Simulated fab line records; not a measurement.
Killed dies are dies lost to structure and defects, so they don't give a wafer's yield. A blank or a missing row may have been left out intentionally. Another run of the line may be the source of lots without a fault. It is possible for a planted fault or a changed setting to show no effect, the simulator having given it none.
2 desks, one fault || flow gf180mcu || every desk sees just its own numbers, and what lay behind them comes last

FROM THE METROLOGY DESK
What the gauges read, lot by lot, whatever tool the lot ran on: means of the sampled wafers that have a number. The brackets show how far a lot's mean lies from the usual mean; more than 4 standard deviations puts the lot out of limits, marked OUT.
Columns: A = STI_CVD_03_THK at GF_STI_THK_MEAS_04, usual 206.9 nm; B = cd_nm at GF_STI_CD_MEAS_12, usual 220.1 nm; C = LVPWELL_TW at GF_LVPWELL_TW_MEAS_11, usual 557; D = LVPWELL_RS at GF_VT_IMPLANT_RS_MEAS_48, usual 1197 ohm/sq; E = HV_LDD_02_OVL at GF_HV_LDD_OVL_MEAS_32, usual -1.0 nm
{"lot": "L747", "first seen here": "day 1 14:55", "A": 208.8, "B": 219.2, "C": 550, "D": 1197, "E": -1.6}
{"lot": "L748", "first seen here": "day 2 02:01", "A": 209.8, "B": 220.0, "C": 549, "D": 1198, "E": -1.4}
{"lot": "L749", "first seen here": "day 2 02:01", "A": 205.1, "B": 220.8, "C": 564, "D": 1198, "E": 0.4}
{"lot": "L751", "first seen here": "day 2 15:30", "A": 205.9, "B": 219.4, "C": 567, "D": 1195, "E": -2.1}
{"lot": "L753", "first seen here": "day 3 01:09", "A": 207.6, "B": 219.7, "C": 546, "D": 1205, "E": 0.7}
{"lot": "L754", "first seen here": "day 3 02:22", "A": 208.3, "B": 220.8, "C": 557, "D": 1199, "E": 1.8}
{"lot": "L755", "first seen here": "day 3 05:35", "A": 207.9, "B": 219.7, "C": 568, "D": 1201, "E": -0.4}
{"lot": "L756", "first seen here": "day 3 10:57", "A": 208.6, "B": 218.5, "C": 531, "D": "1442 (+70) OUT", "E": "-"}
{"lot": "L757", "first seen here": "day 3 15:34", "A": 206.1, "B": 221.1, "C": 529, "D": "1431 (+67) OUT", "E": "-"}
{"lot": "L758", "first seen here": "day 3 20:34", "A": 206.9, "B": 219.0, "C": 568, "D": 1192, "E": 0.4}
{"lot": "L765", "first seen here": "day 5 09:40", "A": 205.1, "B": 218.7, "C": 556, "D": 1194, "E": -2.2}
{"lot": "L769", "first seen here": "day 6 04:43", "A": 209.4, "B": 221.6, "C": 564, "D": 1196, "E": -0.9}
{"lot": "L770", "first seen here": "day 6 09:49", "A": 208.5, "B": 218.7, "C": 549, "D": 1198, "E": -1.4}
This desk's finding: out of limits on L756, L757; first on L756, day 9 23:39 (LVPWELL_RS at GF_VT_IMPLANT_RS_MEAS_48). Within limits: L747, L748, L749, L751, L753, L754, L755, L758, L765, L769, L770.

FOR THE TOOL OWNER'S DESK: implanter-04
The tool's own readings at GF_LVPWELL_IMPLANT_09: means of the sampled wafers that have a number, for each lot that ran on this tool. The brackets show how far a lot's mean lies from the usual mean; more than 4 standard deviations puts the lot out of limits, marked OUT.
Columns: A = beam_energy_keV at GF_LVPWELL_IMPLANT_09, usual 59.996; B = beam_on_s at GF_LVPWELL_IMPLANT_09, usual 10.00 s; C = dose_ions_cm2 at GF_LVPWELL_IMPLANT_09, usual 5.001e+12; D = faraday_current_uA at GF_LVPWELL_IMPLANT_09, usual 28.2
{"lot": "L747", "first seen here": "day 4 05:49", "A": 60.026, "B": 10.05, "C": 4.998e+12, "D": 28.1}
{"lot": "L749", "first seen here": "day 4 14:22", "A": 59.997, "B": 10.09, "C": 5.003e+12, "D": 27.9}
{"lot": "L753", "first seen here": "day 5 14:18", "A": 59.996, "B": 10.15, "C": 4.998e+12, "D": 27.7}
{"lot": "L755", "first seen here": "day 5 15:40", "A": 59.997, "B": 10.12, "C": 5.002e+12, "D": 27.9}
{"lot": "L756", "first seen here": "day 5 22:58", "A": 60.000, "B": 10.03, "C": "9.730e+11 (-99 or more) OUT", "D": "5.5 (-41) OUT"}
{"lot": "L757", "first seen here": "day 6 05:26", "A": 60.007, "B": 9.82, "C": "9.770e+11 (-99 or more) OUT", "D": "5.6 (-41) OUT"}
This desk's verdict: out of limits on L756, L757, starting with L756 at day 5 22:58 (dose_ions_cm2 at GF_LVPWELL_IMPLANT_09). Within limits: L747, L749, L753, L755.

PUT TOGETHER
At day 5 22:58, on L756, L757, the tool owner's desk was in a position to raise an alarm.
L756, L757 would have let the metrology desk raise an alarm at day 9 23:39.
All the named lots went through GF_LVPWELL_IMPLANT_09 on implanter-04.

WHAT WAS PUT IN BY THE SIMULATOR
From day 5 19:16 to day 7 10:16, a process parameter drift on implanter-04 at GF_LVPWELL_IMPLANT_09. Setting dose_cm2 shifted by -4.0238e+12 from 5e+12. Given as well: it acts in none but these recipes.
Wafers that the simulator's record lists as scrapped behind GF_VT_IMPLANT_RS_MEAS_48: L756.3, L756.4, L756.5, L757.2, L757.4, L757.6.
Lots struck among those shown: L756, L757.
Hours from the fault's start to each desk's first reading out of limits: the tool owner's desk, 4; the metrology desk, 100.
